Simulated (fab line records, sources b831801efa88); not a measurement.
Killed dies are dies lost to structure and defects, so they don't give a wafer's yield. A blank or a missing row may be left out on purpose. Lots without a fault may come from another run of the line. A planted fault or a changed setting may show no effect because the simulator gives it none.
fab line records | flow sky130
record lots=7 wafers=21 last_day=50
route steps=708 shown LDD_HVP@285 LDD_LDN@289 PAD_OPEN@708
lots that met no fault: from a run of the same line without faults
start_h: hours from the record's first day to the start of the lot's first wafer shown | wait_h: hours since the lot's step before | " the same as in the row above | L1.1+2: a row that stands for several wafers | - no value, or no start given | * or withheld: withheld | < > ~ a bound
route shown NAME@n: a module of which the file shows steps, and the number in the route of the first | usual: mean/standard deviation of fault-free wafers | same: alike in all rows | chamber/n: place in a boat | sites: the reading at each site | _std_site: their standard deviation | _edge_site: outer sites' mean less inner sites' | radius_mm: how far each site lies from the wafer's centre | mask NAME#n: copy n | behind: the tool/chamber that last shaped the wafer | hold: why the lot was held/for how many hours/how that ended | device: the transistor (n, p or np) that didn't switch | end of line: the same wafers' tests at the end of the route | a step without rows: its recipe alone | killed: dies lost to structure and defects at the first sort, not the wafer's yield | map: a wafer's dies, x killed, . not, _ none there
set.NAME: the setting as run; set.NAME@STEP: as run at that earlier step | model.NAME: the simulator's own value behind a step, which no gauge read
lots at some steps of the route; a table a step, a row a wafer
services: from which hour (start_h, from the record's first day; less than 0 if before it) a tool's chamber was out of use, for how many hours, and why
## steps
# step SKY_LDD_HVP_OVL_MEAS_07
# usual LDD_HVP_OVL=-0.9/1.1
# columns lot.wafer tool chamber start_h wait_h LDD_HVP_OVL[nm]
L666.3 overlay-01 - 562.82 0.1 0.0
L666.4 " - " " -1.5
L666.6 " - " " -2.4
L668.1 overlay-02 - 582.11 0.1 -2.3
L668.2 " - " " 0.3
L668.3 " - " " -0.5
L671.2 overlay-02 - 604.96 0.1 0.3
L671.3 " - " " -0.4
L671.5 " - " " 0.1
L675.2 overlay-02 - 633.61 0.1 0.3
L675.3 " - " " -0.2
L675.6 " - " " -0.6
L678.2 overlay-02 - 660.36 0.1 -2.3
L678.4 " - " " -2.3
L678.6 " - " " -1.0
L681.4 overlay-01 - 680.02 0.1 -2.7
L681.5 " - " " -2.4
L681.6 " - " " -2.3
L682.1 overlay-01 - 689.86 0.1 0.0
L682.2 " - " " -0.7
L682.3 " - " " 0.0
# step SKY_LDD_HVP_IMPLANT_08
# recipe species=B energy_kev=20 dose_cm2=1.7e+13 tilt_deg=17.9
# step SKY_LDD_HVP_STRIP_09
# recipe chemistry=O2/N2 power_w=1400 pressure_mtorr=1500 platen_temp_c=withheld o2_flow_sccm=3000 n2_flow_sccm=300 overash_fraction=0.5
# usual drypump_motor_current_A=5.8/0.37 oes_product_au=0.408/0.0043 strip_time_to_endpoint_s=4.134/0.013
# columns lot.wafer tool chamber start_h wait_h drypump_motor_current_A oes_product_au rf_hours_counter_h strip_time_to_endpoint_s
L666.3 plasma_asher-03 1 563.03 0.1 6.0 0.404 - 4.101
L666.4 " 0 " " 5.1 0.409 - 4.128
L666.6 " 0 " " 5.1 0.411 - 4.150
L668.1 plasma_asher-01 1 582.29 0.1 5.6 0.412 75 4.127
L668.2 " 0 " " 6.3 0.414 75 4.112
L668.3 " 1 " " 5.6 0.404 - 4.116
L671.2 plasma_asher-03 0 605.14 0.1 5.1 0.405 93 4.147
L671.3 " 1 " " 6.0 0.410 - 4.137
L671.5 " 1 " " 6.0 0.415 - 4.134
L675.2 plasma_asher-04 1 633.79 0.1 5.9 0.410 20 4.110
L675.3 " 1 " " 5.9 0.413 - 4.133
L675.6 " 0 " " 5.7 0.407 - 4.147
L678.2 plasma_asher-01 1 660.54 0.1 5.6 0.406 82 4.151
L678.4 " 0 " " 6.4 0.414 - 4.116
L678.6 " 0 " " 6.3 0.403 - 4.136
L681.4 plasma_asher-04 1 680.22 0.1 5.9 0.413 - 4.162
L681.5 " 1 " " 5.9 0.408 - 4.155
L681.6 " 0 " " 5.6 0.414 - 4.148
L682.1 plasma_asher-03 1 690.04 0.1 6.0 0.409 101 4.127
L682.2 " 0 " " 5.1 0.401 101 4.141
L682.3 " 1 " " 6.0 0.411 - 4.131
# step SKY_LDD_HVP_TW_MEAS_10
# usual LDD_HVP_TW=453.0/2.5
# columns lot.wafer tool chamber start_h wait_h LDD_HVP_TW
L666.3 film_metro-02 - 563.11 0.1 451.8
L666.4 " - " " 454.5
L666.6 " - " " 451.3
L668.1 film_metro-03 - 582.39 0.1 455.5
L668.2 " - " " 454.9
L668.3 " - " " 454.7
L671.2 film_metro-04 - 605.25 0.1 448.3
L671.3 " - " " 447.5
L671.5 " - " " 450.5
L675.2 film_metro-03 - 633.90 0.1 454.4
L675.3 " - " " 454.7
L675.6 " - " " 453.0
L678.2 film_metro-03 - 660.65 0.1 454.1
L678.4 " - " " 455.2
L678.6 " - " " 455.7
L681.4 film_metro-02 - 680.32 0.1 453.5
L681.5 " - " " 454.6
L681.6 " - " " 455.6
L682.1 film_metro-02 - 690.14 0.1 452.3
L682.2 " - " " 455.4
L682.3 " - " " 450.7
# step SKY_LDD_LDN_DEHYDRATE_00
# recipe temp_c=200 time_s=60
# step SKY_LDD_LDN_HMDS_01
# recipe prime_time_s=60 prime_temp_c=120
# step SKY_LDD_LDN_COAT_02
# recipe resist=NOVOLAK spin_rpm=3000 resist_thk_nm=1140
# step SKY_LDD_LDN_SOFTBAKE_03
# recipe temp_c=90 time_s=60 resist=NOVOLAK
# step SKY_LDD_LDN_EXPOSE_04
# recipe mask_id=LDNTM na=0.6 source_shape=conventional sigma_outer=0.6 polarization=unpolarized target_cd_nm=700 dose_mj=140
# step SKY_LDD_LDN_PEB_05
# recipe temp_c=withheld time_s=* resist=NOVOLAK
# step SKY_LDD_LDN_DEVELOP_06
# recipe resist=NOVOLAK developer=TMAH develop_time_s=60 dev_temp_c=23
# step SKY_LDD_LDN_OVL_MEAS_07
# usual LDD_LDN_OVL=1.4/1.3
# columns lot.wafer tool chamber start_h wait_h LDD_LDN_OVL[nm]
L666.3 overlay-02 - 592.07 0.1 1.1
L666.4 " - " " 1.1
L666.6 " - " " 2.7
L668.1 overlay-01 - 611.38 0.1 0.2
L668.2 " - " " -0.7
L668.3 " - " " 0.0
L671.2 overlay-01 - 635.46 0.1 0.9
L671.3 " - " " 1.3
L671.5 " - " " 1.1
L675.2 overlay-02 - 662.06 0.1 3.8
L675.3 " - " " 3.9
L675.6 " - " " 4.6
L678.2 overlay-01 - 688.79 0.1 3.6
L678.4 " - " " 2.5
L678.6 " - " " 3.5
L681.4 overlay-02 - 708.37 0.1 -0.7
L681.5 " - " " -2.4
L681.6 " - " " -1.6
L682.1 overlay-02 - 717.83 0.1 0.0
L682.2 " - " " 0.8
L682.3 " - " " 1.4
# step SKY_LDD_LDN_IMPLANT_08
# recipe species=As energy_kev=15 dose_cm2=1.25e+13 tilt_deg=withheld rotation_deg=23
# usual dose_ions_cm2=1.2499e+13/1.4e+10 rotation_deg=23.002/0.021
# columns lot.wafer tool chamber start_h wait_h dose_ions_cm2 rotation_deg
L666.3 implanter-01 0 592.14 0.1 1.2512e+13 22.998
L666.4 " 0 " " 1.2526e+13 23.023
L666.6 " 0 " " 1.251e+13 22.999
L668.1 implanter-03 0 611.42 0.0 1.2505e+13 23.012
L668.2 " 0 " " 1.2495e+13 23.030
L668.3 " 0 " " 1.2499e+13 23.010
L668.1 implanter-03 0 611.73 0.3 1.2505e+13 22.992
L668.2 " 0 " " 1.25e+13 23.033
L668.3 " 0 " " 1.2504e+13 23.014
L671.2 implanter-03 0 635.52 0.0 1.25e+13 22.988
L671.3 " 0 " " 1.2508e+13 22.985
L671.5 " 0 " " 1.2494e+13 22.973
L671.2 implanter-03 0 635.83 0.3 1.2528e+13 23.009
L671.3 " 0 " " 1.2484e+13 22.982
L671.5 " 0 " " 1.2516e+13 23.007
L675.2 implanter-01 0 662.12 0.0 1.2487e+13 22.955
L675.3 " 0 " " 1.2522e+13 23.010
L675.6 " 0 " " 1.2499e+13 22.990
L675.2 implanter-01 0 662.43 0.3 1.2486e+13 23.011
L675.3 " 0 " " 1.2519e+13 22.981
L675.6 " 0 " " 1.2479e+13 22.991
L678.2 implanter-01 0 688.84 0.0 1.2479e+13 23.050
L678.4 " 0 " " 1.2502e+13 23.036
L678.6 " 0 " " 1.2478e+13 23.014
L681.4 implanter-03 0 708.47 0.1 1.2496e+13 22.998
L681.5 " 0 " " 1.2495e+13 23.002
L681.6 " 0 " " 1.2503e+13 22.978
L682.1 implanter-01 0 717.87 0.0 1.2506e+13 23.029
L682.2 " 0 " " 1.251e+13 22.988
L682.3 " 0 " " 1.251e+13 23.001
# step SKY_LDD_LDN_IMPLANT_09
# recipe species=As energy_kev=15 dose_cm2=1.25e+13 tilt_deg=withheld rotation_deg=113
# step SKY_LDD_LDN_IMPLANT_10
# recipe species=As energy_kev=15 dose_cm2=1.25e+13 tilt_deg=withheld rotation_deg=203
# step SKY_LDD_LDN_IMPLANT_11
# recipe species=As energy_kev=15 dose_cm2=1.25e+13 tilt_deg=withheld rotation_deg=293
# step SKY_LDD_LDN_STRIP_12
# recipe chemistry=O2/N2 power_w=1400 pressure_mtorr=1500 platen_temp_c=withheld o2_flow_sccm=3000 n2_flow_sccm=300 overash_fraction=0.5
# usual drypump_motor_current_A=5.6/0.31 oes_product_au=0.716/0.0048 strip_time_to_endpoint_s=14.16/0.044
# columns lot.wafer tool chamber start_h wait_h drypump_motor_current_A oes_product_au rf_hours_counter_h strip_time_to_endpoint_s
L666.3 plasma_asher-03 0 592.73 0.1 5.2 0.711 - 14.15
L666.4 " 1 " " 6.0 0.712 - 14.17
L666.6 " 0 " " 5.1 0.718 - 14.15
L668.1 plasma_asher-02 1 612.33 0.1 5.5 0.711 47 14.19
L668.2 " 0 " " 5.5 0.732 47 14.20
L668.3 " 0 " " 5.5 0.716 - 14.21
L671.2 plasma_asher-02 1 636.41 0.1 5.4 0.716 49 14.16
L671.3 " 1 " " 5.4 0.720 - 14.18
L671.5 " 0 " " 5.6 0.714 - 14.17
L675.2 plasma_asher-02 0 663.01 0.1 5.5 0.718 52 14.12
L675.3 " 0 " " 5.6 0.722 - 14.08
L675.6 " 0 " " 5.6 0.726 - 14.10
L678.2 plasma_asher-04 0 689.42 0.1 5.6 0.715 26 14.07
L678.4 " 1 " " 5.9 0.716 - 14.07
L678.6 " 1 " " 5.9 0.717 - 14.05
L681.4 plasma_asher-02 1 709.03 0.1 5.4 0.717 - 14.14
L681.5 " 0 " " 5.6 0.714 - 14.13
L681.6 " 1 " " 5.4 0.719 - 14.10
L682.1 plasma_asher-04 1 718.47 0.1 5.9 0.719 28 14.13
L682.2 " 0 " " 5.6 0.706 28 14.16
L682.3 " 1 " " 5.9 0.713 - 14.15
# step SKY_LDD_LDN_TW_MEAS_13
# usual LDD_LDN_TW=1470/8.9
# columns lot.wafer tool chamber start_h wait_h LDD_LDN_TW
L666.3 film_metro-04 - 592.81 0.1 1458
L666.4 " - " " 1455
L666.6 " - " " 1448
L668.1 film_metro-02 - 612.43 0.1 1571
L668.2 " - " " 1570
L668.3 " - " " 1574
L671.2 film_metro-04 - 636.52 0.1 1564
L671.3 " - " " 1568
L671.5 " - " " 1562
L675.2 film_metro-04 - 663.12 0.1 1558
L675.3 " - " " 1547
L675.6 " - " " 1559
L678.2 film_metro-01 - 689.53 0.1 1474
L678.4 " - " " 1473
L678.6 " - " " 1469
L681.4 film_metro-01 - 709.12 0.1 1471
L681.5 " - " " 1475
L681.6 " - " " 1480
L682.1 film_metro-02 - 718.57 0.1 1470
L682.2 " - " " 1479
L682.3 " - " " 1476
# step SKY_LDD_LDN_CLEAN_14
# recipe chemistry=SC1/SC2 mix=1:4:20 temp_c=70 time_s=150 dry=n2_spin
# step SKY_PAD_OPEN_PROBE_99
# usual killed_at_M0_to_M3=43/7.9 killed_at_M4_up=2.9/1.8 killed_at_contacts=24/5.5 killed_at_front_end=15/4.2 killed_at_other=0.2/0.46 killed_dies=86/11 killed_open=47/8.1 killed_short=39/6.4
# same gross_dies=492 killed_at_back_side=0
# columns lot.wafer tool chamber start_h wait_h killed_at_M0_to_M3 killed_at_M4_up killed_at_contacts killed_at_front_end killed_at_other killed_dies killed_open killed_short model.etest.tip_sonos.rs_ohm_sq
L666.3 prober-01 - 1123.11 0.2 42 2 20 11 0 75 42 33 2675
L666.4 prober-01 - 1123.16 0.2 41 5 44 22 0 112 62 50 2668
L666.6 prober-01 - 1123.26 0.2 53 2 36 17 2 110 59 51 2633
L668.1 prober-02 - 1135.41 0.1 50 1 22 13 0 86 52 34 2374
L668.2 prober-02 - 1135.46 0.1 50 6 27 10 0 93 49 44 2268
L668.3 prober-02 - 1135.51 0.2 35 2 32 11 0 80 55 25 2291
L671.2 prober-01 - 1157.57 0.1 56 3 22 15 0 96 58 38 2319
L671.3 prober-01 - 1157.62 0.2 42 6 16 11 0 75 40 35 2298
L671.5 prober-01 - 1157.72 0.2 37 2 15 15 0 69 40 29 2293
L675.2 prober-01 - 1169.93 0.1 36 2 33 13 1 85 44 41 2303
L675.3 prober-01 - 1169.98 0.2 49 3 25 21 0 98 51 47 2334
L675.6 prober-01 - 1170.13 0.2 40 3 28 15 0 86 42 44 2339
L678.2 prober-02 - 1185.13 0.1 42 2 30 25 1 100 51 49 2585
L678.4 prober-02 - 1185.23 0.2 50 4 24 20 0 98 50 48 2597
L678.6 prober-02 - 1185.33 0.2 35 2 24 7 0 68 33 35 2586
L681.4 prober-01 - 1197.03 0.2 54 3 19 18 1 95 58 37 2727
L681.5 prober-01 - 1197.08 0.2 49 2 20 18 0 89 51 38 2644
L681.6 prober-01 - 1197.13 0.2 42 5 18 19 1 85 50 35 2679
L682.1 prober-02 - 1200.66 0.1 34 2 16 18 0 70 31 39 2703
L682.2 prober-02 - 1200.71 0.1 38 1 24 16 0 79 40 39 2711
L682.3 prober-02 - 1200.76 0.2 37 1 24 19 0 81 42 39 2694
# killed by level:class
L666.3 VIA1:geometric_particle:open=11 CONTACT:geometric_particle:open=10 METAL2:geometric_particle:short=6 VIA2:geometric_particle:open=6 POLY_GATE:geometric_particle:short=5 LI_CONTACT:geometric_particle:open=5 VIA3:geometric_particle:open=4 METAL3:geometric_particle:short=4
L666.4 CONTACT:geometric_particle:open=18 VIA1:geometric_particle:open=12 METAL1:geometric_particle:short=9 FIELD_ISO:geometric_particle:open=7 LOCAL_INTERCONNECT:geometric_particle:short=7 FIELD_ISO:geometric_particle:short=6 LI_CONTACT:geometric_particle:open=6 CONTACT:geometric_particle:short=6
L666.6 VIA1:geometric_particle:open=12 CONTACT:geometric_particle:open=11 CONTACT:geometric_particle:short=11 VIA2:geometric_particle:open=8 LI_CONTACT:geometric_particle:open=7 POLY_GATE:geometric_particle:open=6 METAL2:geometric_particle:short=6 POLY_GATE:geometric_particle:short=5
L668.1 VIA1:geometric_particle:open=13 CONTACT:geometric_particle:open=8 VIA3:geometric_particle:open=8 METAL2:geometric_particle:short=6 VIA2:geometric_particle:open=6 FIELD_ISO:geometric_particle:open=5 LI_CONTACT:geometric_particle:open=5 LI_CONTACT:geometric_particle:short=4
L668.2 CONTACT:geometric_particle:open=12 METAL2:geometric_particle:short=10 VIA2:geometric_particle:open=8 VIA1:geometric_particle:open=8 LI_CONTACT:geometric_particle:open=6 METAL1:geometric_particle:short=6 METAL3:geometric_particle:short=6 VIA3:geometric_particle:open=6
L668.3 CONTACT:geometric_particle:open=13 VIA1:geometric_particle:open=8 LI_CONTACT:geometric_particle:open=8 VIA3:geometric_particle:open=8 CONTACT:geometric_particle:short=6 METAL2:geometric_particle:short=6 VIA2:geometric_particle:open=6 FIELD_ISO:geometric_particle:open=4
L671.2 VIA1:geometric_particle:open=15 VIA2:geometric_particle:open=12 LI_CONTACT:geometric_particle:open=7 VIA3:geometric_particle:open=7 CONTACT:geometric_particle:open=6 METAL2:geometric_particle:short=6 POLY_GATE:geometric_particle:open=4 CONTACT:geometric_particle:short=4
L671.3 VIA1:geometric_particle:open=12 METAL2:geometric_particle:short=9 LI_CONTACT:geometric_particle:open=8 VIA2:geometric_particle:open=7 CONTACT:geometric_particle:short=5 VIA2:geometric_particle:short=5 METAL4:geometric_particle:short=5 FIELD_ISO:geometric_particle:open=3
L671.5 LI_CONTACT:geometric_particle:open=9 VIA2:geometric_particle:open=7 METAL2:geometric_particle:short=7 VIA1:geometric_particle:short=6 VIA1:geometric_particle:open=6 POLY_GATE:geometric_particle:open=4 CONTACT:geometric_particle:open=4 VIA3:geometric_particle:short=3
L675.2 CONTACT:geometric_particle:short=9 CONTACT:geometric_particle:open=9 LI_CONTACT:geometric_particle:open=8 VIA2:geometric_particle:open=8 METAL2:geometric_particle:short=7 VIA1:geometric_particle:open=7 VIA1:geometric_particle:short=5 SPACER:geometric_particle:open=4
L675.3 LI_CONTACT:geometric_particle:open=9 VIA1:geometric_particle:short=9 METAL2:geometric_particle:short=9 CONTACT:geometric_particle:open=8 POLY_GATE:geometric_particle:open=6 VIA1:geometric_particle:open=6 VIA3:geometric_particle:open=6 FIELD_ISO:geometric_particle:short=5
L675.6 CONTACT:geometric_particle:short=9 VIA1:geometric_particle:open=8 LI_CONTACT:geometric_particle:open=7 CONTACT:geometric_particle:open=7 VIA2:geometric_particle:short=6 POLY_GATE:geometric_particle:short=5 FIELD_ISO:geometric_particle:short=4 LI_CONTACT:geometric_particle:short=4
L678.2 VIA1:geometric_particle:open=11 CONTACT:geometric_particle:open=9 FIELD_ISO:geometric_particle:open=7 VIA1:geometric_particle:short=7 METAL3:geometric_particle:short=7 FIELD_ISO:geometric_particle:short=6 LI_CONTACT:geometric_particle:open=6 LOCAL_INTERCONNECT:geometric_particle:short=6
L678.4 FIELD_ISO:geometric_particle:open=9 VIA1:geometric_particle:open=8 CONTACT:geometric_particle:short=7 VIA2:geometric_particle:open=7 VIA3:geometric_particle:open=7 VIA2:geometric_particle:short=6 LI_CONTACT:geometric_particle:open=5 METAL3:geometric_particle:short=5
L678.6 VIA1:geometric_particle:open=11 CONTACT:geometric_particle:open=7 METAL1:geometric_particle:short=6 METAL2:geometric_particle:short=5 LI_CONTACT:geometric_particle:short=5 VIA2:geometric_particle:open=5 FIELD_ISO:geometric_particle:short=4 CONTACT:geometric_particle:short=4
L681.4 VIA2:geometric_particle:open=12 VIA1:geometric_particle:open=10 VIA3:geometric_particle:open=9 LI_CONTACT:geometric_particle:open=8 FIELD_ISO:geometric_particle:short=6 POLY_GATE:geometric_particle:open=6 VIA1:geometric_particle:short=6 CONTACT:geometric_particle:open=5
L681.5 VIA1:geometric_particle:open=12 LI_CONTACT:geometric_particle:open=11 VIA2:geometric_particle:open=10 VIA3:geometric_particle:open=8 POLY_GATE:geometric_particle:short=6 VIA1:geometric_particle:short=5 METAL2:geometric_particle:short=5 POLY_GATE:geometric_particle:open=4
L681.6 VIA1:geometric_particle:open=12 CONTACT:geometric_particle:open=7 METAL2:geometric_particle:short=7 VIA2:geometric_particle:open=6 POLY_GATE:geometric_particle:open=5 POLY_GATE:geometric_particle:short=5 LI_CONTACT:geometric_particle:open=5 VIA3:geometric_particle:open=4
L682.1 FIELD_ISO:geometric_particle:short=11 METAL1:geometric_particle:short=6 VIA3:geometric_particle:open=6 LI_CONTACT:geometric_particle:open=5 FIELD_ISO:geometric_particle:open=4 CONTACT:geometric_particle:open=4 VIA1:geometric_particle:short=4 VIA1:geometric_particle:open=4
L682.2 METAL1:geometric_particle:short=8 CONTACT:geometric_particle:open=7 VIA3:geometric_particle:open=7 FIELD_ISO:geometric_particle:open=6 CONTACT:geometric_particle:short=6 METAL3:geometric_particle:short=6 LI_CONTACT:geometric_particle:open=5 FIELD_ISO:geometric_particle:short=4
L682.3 CONTACT:geometric_particle:open=8 VIA1:geometric_particle:open=6 VIA2:geometric_particle:open=6 LI_CONTACT:geometric_particle:open=5 LOCAL_INTERCONNECT:geometric_particle:short=5 VIA1:geometric_particle:short=5 VIA3:geometric_particle:open=5 POLY_GATE:geometric_particle:open=4
## services
# columns tool chamber start_h hours kind
implanter-01 - 551.24 1.9 repair
implanter-03 - 569.14 1.8 repair
implanter-03 - 597.62 4.5 pm
implanter-03 - 607.04 3.0 repair
implanter-03 - 609.48 1.4 repair
implanter-03 - 612.19 5.4 pm
plasma_asher-02 - 624.06 1.2 repair
plasma_asher-03 - 654.32 1.9 repair
plasma_asher-04 - 699.34 7.2 repair
plasma_asher-01 - 706.27 3.6 repair
plasma_asher-02 - 709.55 15.6 pm
## key
first_sign step=SKY_LDD_LDN_IMPLANT_08 reading=visit direction=added
effect step=SKY_LDD_LDN_TW_MEAS_13 reading=LDD_LDN_TW direction=up sigmas=11 usual=1470 struck=1564
model_effect step=SKY_PAD_OPEN_PROBE_99 value=etest.tip_sonos.rs_ohm_sq without=2647 struck=2313
met_at SKY_LDD_LDN_IMPLANT_08
struck_wafers L668.1,L668.2,L668.3,L671.2,L671.3,L671.5,L675.2,L675.3,L675.6
tester_left_out L668,L671,L675
fault kind=repeated_step_whole tool=implanter-01,implanter-02,implanter-03 chamber=- onset_h=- steps=SKY_LDD_LDN_IMPLANT_08 times=1 scope=struck_lots_only
# tester_left_out: of these lots the tester's yield and bins aren't shown, on N5 and GAA mostly nor the transistor test; their killed dies are dies lost to structure and defects alone, not to doping, threshold or leakage, so they don't give the yield
